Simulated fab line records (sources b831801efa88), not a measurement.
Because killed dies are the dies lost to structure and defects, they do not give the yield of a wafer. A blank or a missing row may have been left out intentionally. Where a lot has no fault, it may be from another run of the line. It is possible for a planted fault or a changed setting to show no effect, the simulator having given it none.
The tool behind it: which one? ; flow sky130 ; 14 lots, 42 wafers sampled, at 3 steps of a route of 708

== WHAT THE GAUGES SHOWED, per wafer ==
SKY_NWELL_TW_MEAS_15.
lot;measured;on;NWELL_TW
L546;day 4 15:10;film metro-03;1836 1835 1825
L547;day 4 19:16;film metro-02;1799 1804 1809
L548;day 5 01:55;film metro-03;1824 1824 1820
L549;day 5 05:43;film metro-03;1825 1830 1824
L551;day 5 20:49;film metro-02;1800 1797 1807
L552;day 6 01:15;film metro-03;1812 1822 1832
L553;day 6 09:31;film metro-03;1830 1841 1832
L554;day 6 15:31;film metro-03;1822 1841 1829
L556;day 6 22:08;film metro-02;1805 1803 1816
L557;day 7 07:57;film metro-01;1839 1823 1814
L560;day 7 21:13;film metro-02;1821 1820 1830
L564;day 8 22:20;film metro-03;1831 1832 1831
L565;day 9 08:09;film metro-01;1822 1818 1816
L568;day 9 21:10;film metro-02;1797 1782 1798

SKY_VT_ADJUST_NCORE_TW_MEAS_11.
lot;measured;on;VT_ADJUST_NCORE_TW
L546;day 8 15:50;film metro-04;215.3 216.9 217.5
L547;day 8 20:12;film metro-04;216.1 216.8 215.5
L548;day 9 03:32;film metro-01;220.3 220.3 219.7
L549;day 9 08:34;film metro-02;216.6 217.1 216.7
L551;day 10 03:41;film metro-02;217.4 217.9 217.7
L552;day 10 07:16;film metro-02;217.3 217.0 217.2
L553;day 10 18:37;film metro-04;218.1 217.6 218.5
L554;day 11 00:47;film metro-01;218.4 221.0 220.3
L556;day 11 10:05;film metro-02;216.3 217.0 217.9
L557;day 11 20:43;film metro-04;217.5 217.5 218.2
L560;day 12 13:05;film metro-01;220.8 220.2 221.1
L564;day 13 21:47;film metro-01;218.8 220.4 218.7
L565;day 14 07:46;film metro-04;216.5 216.8 216.5
L568;day 14 23:23;film metro-04;215.4 216.6 216.9

SKY_SONOS_TUNNEL_OVL_MEAS_08.
lot;measured;on;SONOS_TUNNEL_OVL (nm)
L546;day 11 10:17;overlay-01;1.6 0.6 -0.2
L547;day 11 14:28;overlay-01;-2.4 -1.1 -0.1
L548;day 11 22:45;overlay-01;-0.3 -0.3 -0.5
L549;day 12 05:32;overlay-01;0.3 0.3 1.7
L551;day 13 02:55;overlay-02;1.5 1.7 0.0
L552;day 13 07:36;overlay-02;0.4 2.8 0.3
L553;day 13 20:23;overlay-01;2.9 1.7 2.5
L554;day 14 02:46;overlay-02;2.4 2.3 2.5
L556;day 14 14:15;overlay-01;1.2 1.7 -0.2
L557;day 15 00:47;overlay-02;-0.6 -2.4 -1.9
L560;day 15 20:29;overlay-02;3.3 1.2 -0.3
L564;day 17 07:40;overlay-02;-0.8 -0.2 0.2
L565;day 17 17:56;overlay-02;-1.2 0.0 1.2
L568;day 18 13:05;overlay-02;0.1 -0.5 -0.2

== TOOL THAT RAN EACH LOT (tool first, then ch and the chambers of the sampled wafers, then the start) ==
The record shows no process step preceding these readings.

== WHAT THE TOOLS THEMSELVES READ (means of the sampled wafers that have a number; where no wafer has one, the mark that the record gives instead) ==
The record holds no such reading with a usual standard deviation.

== THE ANSWER, worked out from the rows above alone ==
Rule: the usual values come from the lots themselves. The widest of any qualifying gaps counts: lots, ordered by their means at a reading, are off when they make up no more than a third of the lots, leave a main group of 4 or more, and stand apart from it by 3 or more times the standard deviation of that group's means. If all means in a main group match to the digits the tables above print for the reading, that group is not used. Also off: a lot with no number at a reading for which 4 or more lots have one. All remaining lots with rows at the step are treated as sound. After the gauges, taken in route order, come the tools' own readings; for these a lot's mean is taken, as printed above. The first step at which some lot is off is used, and at that step the reading that is off furthest; a lot without a number counts as furthest.
Across all readings shown, no lot is off: no conclusion can be drawn from this.

== WHAT HAD BEEN PUT IN BY THE SIMULATOR ==
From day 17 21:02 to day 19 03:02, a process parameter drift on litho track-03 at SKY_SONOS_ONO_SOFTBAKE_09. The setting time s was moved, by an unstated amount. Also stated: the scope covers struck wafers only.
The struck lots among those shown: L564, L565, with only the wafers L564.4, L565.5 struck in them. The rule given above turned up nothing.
